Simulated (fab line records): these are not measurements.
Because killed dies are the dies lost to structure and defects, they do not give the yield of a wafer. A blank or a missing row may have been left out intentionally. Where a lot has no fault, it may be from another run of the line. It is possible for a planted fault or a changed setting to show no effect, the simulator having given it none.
Which of the tools did it? / flow gf180mcu / at 1 step of a route of 602, 12 lots with 36 wafers sampled

== WHAT THE GAUGES READ, wafer by wafer ==
GF_MVSD_OVL_MEAS_07.
lot=L075; measured=day 4 18:17; on=overlay-01; MVSD_OVL (nm)=-0.4 -1.9 -1.6
lot=L077; measured=day 5 04:09; on=overlay-02; MVSD_OVL (nm)=0.3 1.1 1.0
lot=L079; measured=day 5 13:59; on=overlay-01; MVSD_OVL (nm)=0.5 -0.5 -0.9
lot=L081; measured=day 6 07:52; on=overlay-01; MVSD_OVL (nm)=-0.7 0.8 -0.7
lot=L083; measured=day 6 15:42; on=overlay-01; MVSD_OVL (nm)=-0.6 -0.2 -3.5
lot=L085; measured=day 7 02:36; on=overlay-01; MVSD_OVL (nm)=0.1 -2.6 -0.8
lot=L087; measured=day 7 12:50; on=overlay-01; MVSD_OVL (nm)=-0.2 -0.6 -1.5
lot=L089; measured=day 8 02:23; on=overlay-01; MVSD_OVL (nm)=-2.4 -2.5 -1.8
lot=L091; measured=day 8 12:54; on=overlay-01; MVSD_OVL (nm)=-3.9 -1.1 -3.5
lot=L093; measured=day 9 01:01; on=overlay-01; MVSD_OVL (nm)=-1.6 -0.7 -2.5
lot=L096; measured=day 9 20:08; on=overlay-02; MVSD_OVL (nm)=1.1 1.8 -1.3
lot=L097; measured=day 10 00:44; on=overlay-02; MVSD_OVL (nm)=-2.1 0.2 -1.7

== EACH LOT AND THE TOOL THAT RAN IT (in order: tool; ch and the chambers of the sampled wafers; start) ==
The record holds no process step before these readings.

== THE ANSWER, worked out from the rows above alone ==
Rule: the usual values come from the lots themselves. The widest of any qualifying gaps counts: lots, ordered by their means at a reading, are off when they make up no more than a third of the lots, leave a main group of 4 or more, and stand apart from it by 3 or more times the standard deviation of that group's means. A main group is skipped when, at the precision printed for the reading in the tables above, its means are all equal. A lot without any number at a reading at which 4 lots or more have one is off too. Where the step has rows for the other lots, those lots are counted as sound.
Nothing can be told from this: no lot is off at any reading shown.

== WHAT HAD BEEN PUT IN BY THE SIMULATOR ==
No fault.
